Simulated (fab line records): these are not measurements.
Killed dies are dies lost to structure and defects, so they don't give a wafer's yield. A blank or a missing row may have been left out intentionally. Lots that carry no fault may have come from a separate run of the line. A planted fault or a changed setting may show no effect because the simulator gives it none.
fab line records	flow sky130
[record] lots = 5	wafers = 15	last-day = 50
route steps=708 shown METAL1@446 VIA1@458 PAD_OPEN@708
lots untouched by any fault: they come from a run of this same line in which no faults occurred
start-h: start of the lot's first displayed wafer, in hours after the record's first day	wait-h: hours since the lot's step before	" identical to the entry in the row above	L1.1+2: one row covering several wafers at once	- either no value or no given start	* or withheld: withheld	< > ~ a bound
route shown NAME@n: NAME is a module with steps in the file, n the number in the route of the first one	usual: mean/standard deviation taken from wafers without a fault	same: alike in all rows	chamber/n: place in a boat	sites: the reading at each site	_std_site: how widely they spread, as a standard deviation	_edge_site: mean of outer sites minus mean of inner sites	radius-mm: for every site, how far away it sits from the centre of the wafer	mask NAME#n: copy n	behind: the last tool/chamber to shape the wafer	hold: why the lot was held/for how many hours/how that ended	device: whichever transistor did not switch (one of n, p or np)	end of line: the route-end tests of the same wafers	a step without rows: its recipe alone	killed: dies that structure and defects cost at the first sort, which is not the same as the wafer's yield	map: the dies of a wafer, with x for killed, . for not killed, _ for no die there
set.NAME: the setting the step ran with; set.NAME@STEP: the setting that earlier step ran with	model.NAME: the simulator's own value behind a step, which no gauge read
certain route steps with their lots: each step a table, each wafer a row
services: a tool's chamber out of use, with start hour (start-h, from the record's first day; less than 0 if before it), hours out, and reason
[[steps]]
[step SKY_METAL1_EXPOSE_12]
[recipe] mask-id = MM1	na = 0.8	source-shape = annular	sigma-inner = 0.55	sigma-outer = 0.85	target-cd-nm = 140	dose-mj = 28
[step SKY_METAL1_PEB_13]
[recipe] peb-temp-c = withheld	peb-time-s = withheld	resist = KrF-thick
[step SKY_METAL1_DEVELOP_14]
[recipe] develop-time-s = 60	resist = KrF-thick	dev-temp-c = 21
[step SKY_METAL1_CD_MEAS_15]
[recipe] target-cd-nm = 140
[usual] cd-nm = 140.4/1.3
lot.wafer	tool	chamber	start-h	wait-h	cd-nm
L695.3	cd-sem-01	-	779.50	-	140.6
L695.4	"	-	"	"	141.1
L695.6	"	-	"	"	139.0
L704.2	cd-sem-02	-	871.65	-	139.8
L704.4	"	-	"	"	138.8
L704.6	"	-	"	"	140.0
L710.1	cd-sem-02	-	916.45	-	140.2
L710.2	"	-	"	"	140.5
L710.6	"	-	"	"	139.5
L712.1	cd-sem-01	-	921.90	-	142.2
L712.2	"	-	"	"	141.1
L712.5	"	-	"	"	141.0
L715.1	cd-sem-01	-	934.85	-	141.9
L715.3	"	-	"	"	142.1
L715.4	"	-	"	"	141.2
[step SKY_METAL1_OVL_MEAS_16]
[usual] METAL1_OVL = 2/5.6
lot.wafer	tool	chamber	start-h	wait-h	METAL1_OVL[nm]
L695.3	overlay-02	-	779.59	0.1	4
L695.4	"	-	"	"	6
L695.6	"	-	"	"	5
L704.2	overlay-01	-	871.76	0.1	7
L704.4	"	-	"	"	6
L704.6	"	-	"	"	0
L710.1	overlay-01	-	916.57	0.1	7
L710.2	"	-	"	"	2
L710.6	"	-	"	"	10
L712.1	overlay-01	-	922.02	0.1	5
L712.2	"	-	"	"	0
L712.5	"	-	"	"	0
L715.1	overlay-01	-	934.97	0.1	1
L715.3	"	-	"	"	1
L715.4	"	-	"	"	7
[step SKY_METAL1_DESCUM_17]
[recipe] chemistry = O2	source-power-w = 150	bias-power-w = 0	pressure-mtorr = 10	temp-c = 40	time-s = 8
[usual] drypump-motor-current-A = 5.7/0.34	oes-product-au = 1.003/0.0081
lot.wafer	tool	chamber	start-h	wait-h	drypump-motor-current-A	oes-product-au	rf-hours-counter-h
L695.3	rie-metal-04	0	779.63	0.0	6.3	1.000	-
L695.4	"	1	"	"	5.2	1.009	-
L695.6	"	1	"	"	5.2	1.010	-
L704.2	rie-metal-01	1	871.79	0.0	5.7	1.012	15
L704.4	"	0	"	"	5.8	1.009	-
L704.6	"	1	"	"	5.7	1.016	-
L710.1	rie-metal-04	1	916.61	0.0	5.2	1.002	7
L710.2	"	0	"	"	6.3	1.004	6
L710.6	"	0	"	"	6.3	0.985	-
L712.1	rie-metal-02	0	922.06	0.0	5.3	1.006	1
L712.2	"	1	"	"	5.7	1.003	14
L712.5	"	1	"	"	5.7	1.000	-
L715.1	rie-metal-02	1	935.01	0.0	5.7	1.003	15
L715.3	"	1	"	"	5.7	0.994	-
L715.4	"	0	"	"	5.4	0.989	-
[step SKY_METAL1_ETCH_18]
[recipe] chemistry = N2/H2	target = BARC	ion-energy-ev = 200	bias-w = 100	pressure-mtorr = 30	n2-flow-sccm = 100	h2-flow-sccm = 200	icp-w = 500	stop-on = SiO2	time-s = 45.9	target-depth-a = 600
[usual] drypump-motor-current-A = 5.7/0.34	oes-product-au = 0.854/0.0045	throttle-valve-pct = 13.224/0.0085
lot.wafer	tool	chamber	start-h	wait-h	drypump-motor-current-A	oes-product-au	rf-hours-counter-h	throttle-valve-pct
L695.3	rie-metal-04	0	779.67	0.0	6.3	0.854	-	13.216
L695.4	"	1	"	"	5.2	0.853	-	13.232
L695.6	"	1	"	"	5.2	0.856	-	13.231
L704.2	rie-metal-01	1	871.82	0.0	5.7	0.855	15	13.212
L704.4	"	0	"	"	5.8	0.855	-	13.215
L704.6	"	1	"	"	5.7	0.847	-	13.238
L710.1	rie-metal-04	1	916.64	0.0	5.2	0.854	7	13.216
L710.2	"	0	"	"	6.3	0.850	6	13.231
L710.6	"	0	"	"	6.3	0.854	-	13.230
L712.1	rie-metal-02	0	922.09	0.0	5.4	0.855	1	13.227
L712.2	"	1	"	"	5.7	0.846	15	13.224
L712.5	"	1	"	"	5.7	0.850	-	13.228
L715.1	rie-metal-02	1	935.04	0.0	5.7	0.853	15	13.220
L715.3	"	1	"	"	5.7	0.855	-	13.215
L715.4	"	0	"	"	5.4	0.853	-	13.239
[step SKY_METAL1_METAL_ETCH_19]
[recipe] target-depth-a = 3600	stop-on = SiO2	over-etch-frac = 0.3	time-s = 78	chemistry = Cl2/BCl3	resist-sidewall-deg = 88	pressure-mtorr = 10	icp-w = 900	bias-w = 48.5	Cl2_flow_sccm = 60	bcl3-flow-sccm = 30
[usual] drypump-motor-current-A = 5.7/0.34	oes-product-au = 0.856/0.0057	throttle-valve-pct = 22.264/0.0097
lot.wafer	tool	chamber	start-h	wait-h	drypump-motor-current-A	oes-product-au	rf-hours-counter-h	throttle-valve-pct
L695.3	rie-metal-04	0	779.74	0.1	6.3	0.857	-	22.266
L695.4	"	1	"	"	5.2	0.853	-	22.264
L695.6	"	1	"	"	5.2	0.840	-	22.241
L704.2	rie-metal-01	1	871.88	0.0	5.7	0.855	15	22.271
L704.4	"	0	"	"	5.8	0.856	-	22.246
L704.6	"	1	"	"	5.7	0.852	-	22.271
L710.1	rie-metal-04	1	916.70	0.0	5.2	0.856	7	22.261
L710.2	"	0	"	"	6.3	0.852	6	22.270
L710.6	"	0	"	"	6.3	0.855	-	22.269
L712.1	rie-metal-02	0	922.15	0.0	5.4	0.848	1	22.254
L712.2	"	1	"	"	5.7	0.857	15	22.261
L712.5	"	1	"	"	5.7	0.863	-	22.266
L715.1	rie-metal-02	1	935.10	0.0	5.7	0.848	15	22.275
L715.3	"	1	"	"	5.7	0.849	-	22.243
L715.4	"	0	"	"	5.4	0.845	-	22.273
[step SKY_METAL1_STRIP_20]
[recipe] chemistry = O2/N2	power-w = 1400	pressure-mtorr = 1500	platen-temp-c = withheld	o2-flow-sccm = 3000	n2-flow-sccm = 300	overash-fraction = 0.5
[usual] drypump-motor-current-A = 5.8/0.68	oes-product-au = 0.342/0.0043	strip-time-to-endpoint-s = 2.68/0.031
lot.wafer	tool	chamber	start-h	wait-h	drypump-motor-current-A	oes-product-au	rf-hours-counter-h	strip-time-to-endpoint-s
L695.3	plasma-asher-04	1	779.83	0.1	5.8	0.347	-	2.71
L695.4	"	0	"	"	6.8	0.345	-	2.70
L695.6	"	0	"	"	6.9	0.344	-	2.68
L704.2	plasma-asher-04	1	871.97	0.1	5.8	0.342	48	2.63
L704.4	"	0	"	"	6.8	0.348	-	2.71
L704.6	"	0	"	"	6.8	0.335	-	2.64
L710.1	plasma-asher-01	1	916.79	0.1	4.8	0.327	75	2.62
L710.2	"	0	"	"	5.7	0.336	75	2.65
L710.6	"	1	"	"	4.8	0.344	-	2.67
L712.1	plasma-asher-01	0	922.24	0.1	5.8	0.341	75	2.67
L712.2	"	1	"	"	4.8	0.346	75	2.66
L712.5	"	0	"	"	5.8	0.344	-	2.65
L715.1	plasma-asher-04	1	935.19	0.1	5.8	0.347	54	2.72
L715.3	"	0	"	"	6.8	0.350	-	2.72
L715.4	"	1	"	"	5.8	0.342	-	2.71
[step SKY_METAL1_STRIP_21]
[recipe] chemistry = post-etch-residue-remover	time-s = 1200	temp-c = 72.5
[step SKY_METAL1_CLEAN_22]
[recipe] chemistry = IPA	time-s = 180	temp-c = 25
[step SKY_METAL1_CLEAN_23]
[recipe] chemistry = O3/DIW	dry = n2-spin
[step SKY_VIA1_HDPCVD_00]
[recipe] material = SiO2	target-thk-nm = 1030	sigma-open-frac = 0.3	time-s = 171.7	temp-c = 400	sih4-flow-sccm = 60	pressure-mtorr = 6
lot.wafer	tool	chamber	start-h	wait-h	model.SiO2_of_VIA1_HDPCVD_00.thk-nm
L695.3	hdpcvd-02	1	780.39	0.0	1693
L695.4	"	1	"	"	1688
L695.6	"	2	"	"	1023
L704.2	hdpcvd-02	1	872.63	0.0	1031
L704.4	"	0	"	"	1036
L704.6	"	2	"	"	1035
L710.1	hdpcvd-01	2	917.38	0.0	1030
L710.2	"	1	"	"	1041
L710.6	"	2	"	"	1042
L712.1	hdpcvd-01	1	922.83	0.0	1043
L712.2	"	2	"	"	1032
L712.5	"	0	"	"	1045
L715.1	hdpcvd-01	1	935.79	0.0	1024
L715.3	"	0	"	"	1019
L715.4	"	2	"	"	1016
[step SKY_VIA1_THK_MEAS_01]
[recipe] reads = SiO2_of_VIA1_HDPCVD_00
[usual] VIA1_HDPCVD_THK = 1031/9.6
lot.wafer	tool	chamber	start-h	wait-h	VIA1_HDPCVD_THK[nm]
L695.3	film-metro-01	-	780.52	0.1	1694
L695.4	"	-	"	"	1687
L695.6	"	-	"	"	1023
L704.2	film-metro-03	-	872.75	0.1	1030
L704.4	"	-	"	"	1037
L704.6	"	-	"	"	1033
L710.1	film-metro-04	-	917.50	0.1	1029
L710.2	"	-	"	"	1040
L710.6	"	-	"	"	1041
L712.1	film-metro-03	-	922.94	0.1	1043
L712.2	"	-	"	"	1032
L712.5	"	-	"	"	1046
L715.1	film-metro-04	-	935.90	0.1	1025
L715.3	"	-	"	"	1018
L715.4	"	-	"	"	1016
[step SKY_VIA1_CMP_02]
[recipe] material = SiO2	down-force-psi = 4	platen-rpm = 60	pad-velocity-m-s = 0.94248
[usual] motor-current-A = 12.2/1.2	retaining-ring-pressure-frac = 1.000/0.005
lot.wafer	tool	chamber	start-h	wait-h	motor-current-A	retaining-ring-pressure-frac
L695.3	cmp-01	0	780.56	0.0	10.8	0.997
L695.4	"	3	"	"	13.1	1.004
L695.6	"	0	"	"	11.0	1.004
L704.4	cmp-01	1	872.80	0.0	12.4	0.992
L704.2	"	0	"	"	11.0	0.998
L704.6	"	1	"	"	12.4	0.999
L710.2	cmp-02	2	917.56	0.0	12.5	1.002
L710.1	"	3	"	"	14.2	0.990
L710.6	"	3	"	"	13.3	1.001
L712.1	cmp-01	3	923.00	0.1	12.2	0.999
L712.2	"	1	"	"	11.6	1.004
L712.5	"	0	"	"	11.2	1.003
L715.1	cmp-01	0	936.01	0.1	11.2	0.997
L715.4	"	1	"	"	11.5	1.007
L715.3	"	2	"	"	14.0	0.998
[step SKY_PAD_OPEN_PROBE_99]
[usual] defect-limited-yield = 82.3/1.9	killed_at_M0_to_M3 = 43/6.7	killed_at_M4_up = 3.2/1.8	killed-at-contacts = 25/5.2	killed-at-front-end = 15/4.4	killed-at-other = 0.2/0.4	killed-dies = 87/9.3	killed-open = 48/7.1	killed-short = 39/6	sort_bin_3_pad_short = 0.9/0.41	sort_bin_5_function = 10.5/1.4	sort_bin_6_memory = 6.3/1.1	sort-n-pass = 405/9.3	sort-yield-pct = 82.3/1.9
[same] gross-dies = 492	killed-at-back-side = 0	sort_bin_4_leakage[%] = 0	sort_bin_8_speed[%] = 0
lot.wafer	tool	chamber	start-h	wait-h	defect-limited-yield[%]	killed_at_M0_to_M3	killed_at_M4_up	killed-at-contacts	killed-at-front-end	killed-at-other	killed-dies	killed-open	killed-short	sort_bin_3_pad_short[%]	sort_bin_5_function[%]	sort_bin_6_memory[%]	sort-n-pass	sort-yield-pct[%]
L695.3	prober-02	-	1086.92	0.2	79.5	53	4	28	16	0	101	56	45	0.8	11.6	8.1	391	79.5
L695.4	prober-02	-	1086.97	0.2	85.0	33	4	27	10	0	74	36	38	1.2	7.3	6.5	418	85.0
L695.6	prober-02	-	1087.07	0.2	83.3	34	4	21	23	0	82	38	44	1.2	10.2	5.3	410	83.3
L704.2	prober-02	-	1155.41	0.1	80.1	54	1	30	13	0	98	58	40	0.6	12.6	6.7	394	80.1
L704.4	prober-02	-	1155.51	0.2	83.3	46	4	17	15	0	82	36	46	1.2	10.8	4.7	410	83.3
L704.6	prober-02	-	1155.61	0.2	83.1	42	1	22	18	0	83	41	42	0.6	8.9	7.3	409	83.1
L715.1	prober-02	-	1201.42	0.1	83.1	40	5	27	11	0	83	48	35	1.0	8.9	6.9	409	83.1
L715.3	prober-02	-	1201.52	0.2	83.1	52	2	21	7	1	83	49	34	0.6	10.2	6.1	409	83.1
L715.4	prober-02	-	1201.57	0.2	84.8	37	2	25	11	0	75	36	39	2.2	7.7	5.3	417	84.8
// killed by level:class
L695.3 VIA2:geometric-particle:open=12 VIA1:geometric-particle:open=9 LI_CONTACT:geometric-particle:open=8 CONTACT:geometric-particle:open=8 VIA1:geometric-particle:short=8 METAL3:geometric-particle:short=7 POLY_GATE:geometric-particle:open=6 CONTACT:geometric-particle:short=6
L695.4 CONTACT:geometric-particle:open=15 METAL1:geometric-particle:short=9 METAL2:geometric-particle:short=6 VIA3:geometric-particle:open=5 CONTACT:geometric-particle:short=4 LI_CONTACT:geometric-particle:open=4 METAL4:geometric-particle:short=4 POLY_GATE:geometric-particle:open=3
L695.6 VIA1:geometric-particle:open=11 POLY_GATE:geometric-particle:short=8 POLY_GATE:geometric-particle:open=7 CONTACT:geometric-particle:short=5 CONTACT:geometric-particle:open=5 METAL1:geometric-particle:short=5 LOCAL_INTERCONNECT:geometric-particle:short=4 METAL4:geometric-particle:short=4
L704.2 CONTACT:geometric-particle:open=16 VIA1:geometric-particle:open=12 VIA2:geometric-particle:open=9 VIA1:geometric-particle:short=7 VIA3:geometric-particle:open=7 METAL2:geometric-particle:short=6 METAL1:geometric-particle:short=5 POLY_GATE:geometric-particle:open=4
L704.4 METAL1:geometric-particle:short=11 VIA1:geometric-particle:open=9 CONTACT:geometric-particle:short=7 METAL2:geometric-particle:short=7 POLY_GATE:geometric-particle:open=6 LOCAL_INTERCONNECT:geometric-particle:short=5 VIA3:geometric-particle:open=5 VIA1:geometric-particle:short=4
L704.6 VIA1:geometric-particle:open=12 CONTACT:geometric-particle:open=9 VIA1:geometric-particle:short=9 FIELD_ISO:geometric-particle:short=6 METAL2:geometric-particle:short=6 FIELD_ISO:geometric-particle:open=4 POLY_GATE:geometric-particle:short=4 LI_CONTACT:geometric-particle:open=4
L715.1 CONTACT:geometric-particle:open=10 VIA3:geometric-particle:open=7 METAL2:geometric-particle:short=7 LI_CONTACT:geometric-particle:open=6 VIA1:geometric-particle:short=6 CONTACT:geometric-particle:short=5 VIA2:geometric-particle:open=5 FIELD_ISO:geometric-particle:open=4
L715.3 VIA2:geometric-particle:open=11 VIA1:geometric-particle:open=9 LI_CONTACT:geometric-particle:open=8 CONTACT:geometric-particle:open=7 METAL2:geometric-particle:short=6 VIA3:geometric-particle:open=6 VIA1:geometric-particle:short=5 METAL1:geometric-particle:short=4
L715.4 LI_CONTACT:geometric-particle:open=9 METAL2:geometric-particle:short=7 CONTACT:geometric-particle:open=6 VIA1:geometric-particle:open=5 LOCAL_INTERCONNECT:geometric-particle:short=5 METAL1:geometric-particle:short=4 VIA3:geometric-particle:open=4 METAL3:geometric-particle:short=4
[[services]]
tool	chamber	start-h	hours	kind
cmp-01	-	756.14	6.4	pm
rie-metal-02	-	761.83	0.4	repair
cmp-02	-	766.55	1.9	repair
cmp-01	-	774.06	1.8	repair
hdpcvd-02	-	775.06	2.8	pm
rie-metal-02	-	781.90	2.6	repair
hdpcvd-02	0	784.44	14.9	repair
cmp-02	-	806.96	1.1	repair
rie-metal-04	-	833.93	28.1	pm
hdpcvd-02	1	848.09	11.2	repair
hdpcvd-01	-	862.04	2.8	pm
rie-metal-02	0	865.38	-	clean
rie-metal-02	0	865.38	28.5	scheduled-down
rie-metal-02	0	865.38	28.5	vent-cycle
cmp-01	-	884.93	12.3	pm
rie-metal-02	1	885.34	4.2	repair
rie-metal-01	1	889.41	-	clean
rie-metal-01	1	889.41	36.1	scheduled-down
rie-metal-01	1	889.41	36.1	vent-cycle
cmp-02	-	902.09	2.6	repair
cmp-02	-	912.00	4.0	pm
cmp-02	-	916.00	-	consumable-replace:conditioner
cmp-02	-	916.00	-	consumable-replace:pad
rie-metal-04	1	918.18	8.0	repair
[[key]]
[first-sign] step = SKY_VIA1_THK_MEAS_01	reading = VIA1_HDPCVD_THK	direction = up	sigmas = 69	usual = 1031	struck = 1690
effect none on later readings
[model-effect] step = SKY_VIA1_HDPCVD_00	value = SiO2_of_VIA1_HDPCVD_00.thk-nm	without = 1038	struck = 1690
met-at SKY_VIA1_HDPCVD_00
struck-wafers L695.3,L695.4
[fault] kind = process-parameter-drift	tool = hdpcvd-02	chamber = 1	onset-h = 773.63	steps = SKY_VIA1_HDPCVD_00	channel = target-thk-nm	offset = 652.38	shape = step	end-h = 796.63	acts-in = these-recipes-only	stated = 1030
